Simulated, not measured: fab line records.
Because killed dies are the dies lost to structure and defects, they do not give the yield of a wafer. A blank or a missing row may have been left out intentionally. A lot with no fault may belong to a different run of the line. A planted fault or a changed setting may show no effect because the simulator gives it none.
Which tool was responsible? :: flow gf180mcu :: 14 lots, 42 wafers sampled, at 2 steps of a route of 602

WHAT THE GAUGES READ, wafer by wafer
GF_HV_LDD_TW_MEAS_11. Usual: HV_LDD_TW gives 2420 (standard deviation 31).
lot: L295
measured: day 10 00:35
on: film metro-01
HV_LDD_TW: 2449 2448 2444
flag: 

lot: L296
measured: day 10 05:08
on: film metro-01
HV_LDD_TW: 2438 2444 2444
flag: 

lot: L298
measured: day 10 23:29
on: film metro-03
HV_LDD_TW: 2369 2385 2389
flag: 

lot: L299
measured: day 11 06:29
on: film metro-01
HV_LDD_TW: 2452 2455 2443
flag: 

lot: L300
measured: day 11 16:02
on: film metro-03
HV_LDD_TW: 2387 2405 2398
flag: 

lot: L302
measured: day 12 10:11
on: film metro-03
HV_LDD_TW: 2383 2381 2396
flag: 

lot: L303
measured: day 12 21:44
on: film metro-03
HV_LDD_TW: 2385 2395 2401
flag: 

lot: L304
measured: day 13 03:58
on: film metro-03
HV_LDD_TW: 2396 2388 2388
flag: 

lot: L305
measured: day 13 14:48
on: film metro-03
HV_LDD_TW: 2393 2394 2386
flag: 

lot: L309
measured: day 14 17:53
on: film metro-03
HV_LDD_TW: 2388 2392 2372
flag: 

lot: L315
measured: day 16 02:14
on: film metro-01
HV_LDD_TW: 2442 2466 2463
flag: 

lot: L314
measured: day 16 03:17
on: film metro-04
HV_LDD_TW: 2432 2449 2433
flag: 

lot: L317
measured: day 16 15:51
on: film metro-04
HV_LDD_TW: 2434 2433 2432
flag: 

lot: L318
measured: day 17 01:48
on: film metro-03
HV_LDD_TW: 2380 2378 2370
flag: 

GF_HV_LDD_OVL_MEAS_32. Usual: HV_LDD_02_OVL gives -0.8 nm (standard deviation 1.3).
lot: L295
measured: day 11 11:22
on: overlay-01
HV_LDD_02_OVL (nm): -1.1 2.4 -2.4
flag: 

lot: L296
measured: day 11 15:27
on: overlay-02
HV_LDD_02_OVL (nm): -0.2 -0.7 1.1
flag: 

lot: L298
measured: day 12 11:20
on: overlay-01
HV_LDD_02_OVL (nm): -0.4 -0.5 0.2
flag: 

lot: L299
measured: day 12 18:21
on: overlay-01
HV_LDD_02_OVL (nm): 2.0 1.3 0.4
flag: 

lot: L300
measured: day 13 04:54
on: overlay-01
HV_LDD_02_OVL (nm): 1.4 0.3 -0.1
flag: 

lot: L302
measured: day 14 00:06
on: overlay-01
HV_LDD_02_OVL (nm): 0.4 -1.5 -1.0
flag: 

lot: L303
measured: day 14 11:59
on: overlay-01
HV_LDD_02_OVL (nm): -0.5 1.4 -0.8
flag: 

lot: L304
measured: day 14 20:01
on: overlay-01
HV_LDD_02_OVL (nm): -1.6 0.7 0.5
flag: 

lot: L305
measured: day 15 07:31
on: overlay-02
HV_LDD_02_OVL (nm): -2.5 1.1 -0.9
flag: 

lot: L309
measured: day 16 14:17
on: overlay-01
HV_LDD_02_OVL (nm): -2.1 -0.8 -0.9
flag: 

lot: L315
measured: day 18 00:12
on: overlay-01
HV_LDD_02_OVL (nm): -1.6 -1.8 -0.9
flag: 

lot: L314
measured: day 18 01:50
on: overlay-02
HV_LDD_02_OVL (nm): -0.7 -1.3 -0.7
flag: 

lot: L317
measured: day 18 13:45
on: overlay-02
HV_LDD_02_OVL (nm): 0.4 -1.2 0.0
flag: 

lot: L318
measured: day 19 00:56
on: overlay-01
HV_LDD_02_OVL (nm): -2.2 -2.2 -1.7
flag: 

WHICH TOOL RAN EACH LOT (tool, then ch and the chambers of the sampled wafers, then the start)
Before these readings, the record contains no process step.

AS READ BY THE TOOLS THEMSELVES (means over the sampled wafers that have a number; for cases with no such wafer, the mark the record gives instead)
The record holds no such reading with a usual standard deviation.

THE ANSWER, worked out from the rows above alone
Rule: lot off if the mean of its wafers having a number is beyond 3 standard deviations from the usual mean. A lot without any number at a reading at which 4 lots or more have one is off too. All remaining lots with rows at the step are treated as sound. The gauges are gone through in route order, then the tools' own readings, and for those a lot's mean is taken as printed above. At the first step where some lot is off, the reading lying furthest off is the one used; lots without a number count as furthest.
No lot is off at any reading shown: from this, nothing can be told.

WHAT THE SIMULATOR HAD PUT IN
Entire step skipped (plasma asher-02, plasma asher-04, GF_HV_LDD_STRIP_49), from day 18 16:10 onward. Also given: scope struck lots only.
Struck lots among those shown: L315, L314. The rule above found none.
